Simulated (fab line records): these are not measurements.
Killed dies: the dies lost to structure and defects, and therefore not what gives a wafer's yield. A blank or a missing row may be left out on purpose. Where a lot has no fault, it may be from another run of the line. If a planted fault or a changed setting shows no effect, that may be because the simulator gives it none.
Tool commonality check + flow sky130 + 14 lots and 42 wafers in the sample

## WHY THIS WAS OPENED
2 of 14 lots carry a flag on the reading LDD_HVN_OVL at SKY_LDD_HVN_OVL_MEAS_07. Fault-free wafers read 0.3 nm, with a standard deviation of 1.5.
Rule: a lot is flagged in two cases, either no wafer of it has a number, or all its wafers with numbers fall more than 4 standard deviations from that mean. The rest of the lots are taken to be sound.

| lot  | measured     | on         | LDD_HVN_OVL (nm), wafer by wafer | flag    |
|------|--------------|------------|----------------------------------|---------|
| L945 | day 21 11:08 | overlay-02 | 1.8 1.9 1.3                      |         |
| L946 | day 21 11:48 | overlay-02 | 0.2 0.5 1.4                      |         |
| L948 | day 21 12:07 | overlay-02 | 3.4 2.6 3.6                      |         |
| L947 | day 21 12:38 | overlay-02 | 0.1 0.4 -0.6                     |         |
| L949 | day 23 15:58 | overlay-01 | 0.5 0.6 0.4                      |         |
| L951 | day 23 16:15 | overlay-01 | 1.2 1.9 1.7                      |         |
| L950 | day 23 17:13 | overlay-02 | -2.9 -2.5 -1.1                   |         |
| L955 | day 24 05:46 | overlay-01 | -79.7 -80.7 -80.1                | FLAGGED |
| L954 | day 24 07:34 | overlay-01 | -82.3 -83.3 -80.8                | FLAGGED |
| L960 | day 25 17:11 | overlay-02 | 0.6 -1.1 -0.1                    |         |
| L961 | day 26 08:43 | overlay-02 | -0.6 -0.6 -1.2                   |         |
| L965 | day 27 13:44 | overlay-02 | 1.5 -0.6 1.1                     |         |
| L967 | day 28 08:21 | overlay-02 | -2.1 -2.1 -2.1                   |         |
| L968 | day 28 13:53 | overlay-02 | 0.4 0.7 -0.7                     |         |
On average the flagged lots' numbers are -81.2 nm, which is -81.5 nm against the usual, or -54 standard deviations.

## WHICH TOOL RAN EACH LOT
The record keeps 1 process step preceding the reading, out of 708 steps on the route. Each cell gives the tool, then ch followed by the chambers the sampled wafers passed through, then the start.
| lot  | flag    | SKY_LDD_HVN_EXPOSE_04               |
|------|---------|-------------------------------------|
| L945 |         | iline stepper-01 ch 0, day 20 19:40 |
| L946 |         | iline stepper-01 ch 0, day 20 20:31 |
| L948 |         | iline stepper-02 ch 0, day 20 21:35 |
| L947 |         | iline stepper-01 ch 0, day 20 21:54 |
| L949 |         | iline stepper-01 ch 0, day 23 00:46 |
| L951 |         | iline stepper-01 ch 0, day 23 01:01 |
| L950 |         | iline stepper-01 ch 0, day 23 02:31 |
| L955 | FLAGGED | iline stepper-01 ch 0, day 23 15:12 |
| L954 | FLAGGED | iline stepper-01 ch 0, day 23 16:56 |
| L960 |         | iline stepper-02 ch 0, day 25 02:40 |
| L961 |         | iline stepper-02 ch 0, day 25 19:00 |
| L965 |         | iline stepper-02 ch 0, day 27 00:16 |
| L967 |         | iline stepper-02 ch 0, day 27 17:28 |
| L968 |         | iline stepper-02 ch 0, day 27 23:29 |
What these steps do:
- SKY_LDD_HVN_EXPOSE_04: exposes mask HVNTM, target cd 700 nm.
- SKY_LDD_HVN_OVL_MEAS_07

## FLAGGED AGAINST TOTAL, ONE TOOL AT A TIME (gauges that did the reading follow at the end)
| step                    | tool             | lots run | flagged | share of the flagged lots | sound lots run after its first flagged lot |
|-------------------------|------------------|----------|---------|---------------------------|--------------------------------------------|
| SKY_LDD_HVN_EXPOSE_04   | iline stepper-01 | 8        | 2       | all                       | 0                                          |
| SKY_LDD_HVN_EXPOSE_04   | iline stepper-02 | 6        | 0       | none                      | -                                          |
| SKY_LDD_HVN_OVL_MEAS_07 | overlay-01       | 4        | 2       | all                       | 0                                          |
| SKY_LDD_HVN_OVL_MEAS_07 | overlay-02       | 10       | 0       | none                      | -                                          |

## WHAT THE TABLE PERMITS
Rows of the table that ran all the flagged lots, 2 in number: iline stepper-01 at SKY_LDD_HVN_EXPOSE_04; overlay-01 at SKY_LDD_HVN_OVL_MEAS_07.
- iline stepper-01 at SKY_LDD_HVN_EXPOSE_04 ran 8 lots, 2 of them flagged. A fault beginning between L950 (day 23 02:31), its last sound lot, and L955 (day 23 15:12), its first flagged one, fits the data.
- overlay-01 at SKY_LDD_HVN_OVL_MEAS_07 ran 4 lots, 2 of them flagged. A fault beginning between L951 (day 23 16:15), its last sound lot, and L955 (day 24 05:46), its first flagged one, fits the data.
A lot count leaves these 2 tools indistinguishable: every one of them fits a fault beginning at some hour. More lots, or a look at what each step does to the wafer, might.

## WHAT THE SIMULATOR HAD INSERTED
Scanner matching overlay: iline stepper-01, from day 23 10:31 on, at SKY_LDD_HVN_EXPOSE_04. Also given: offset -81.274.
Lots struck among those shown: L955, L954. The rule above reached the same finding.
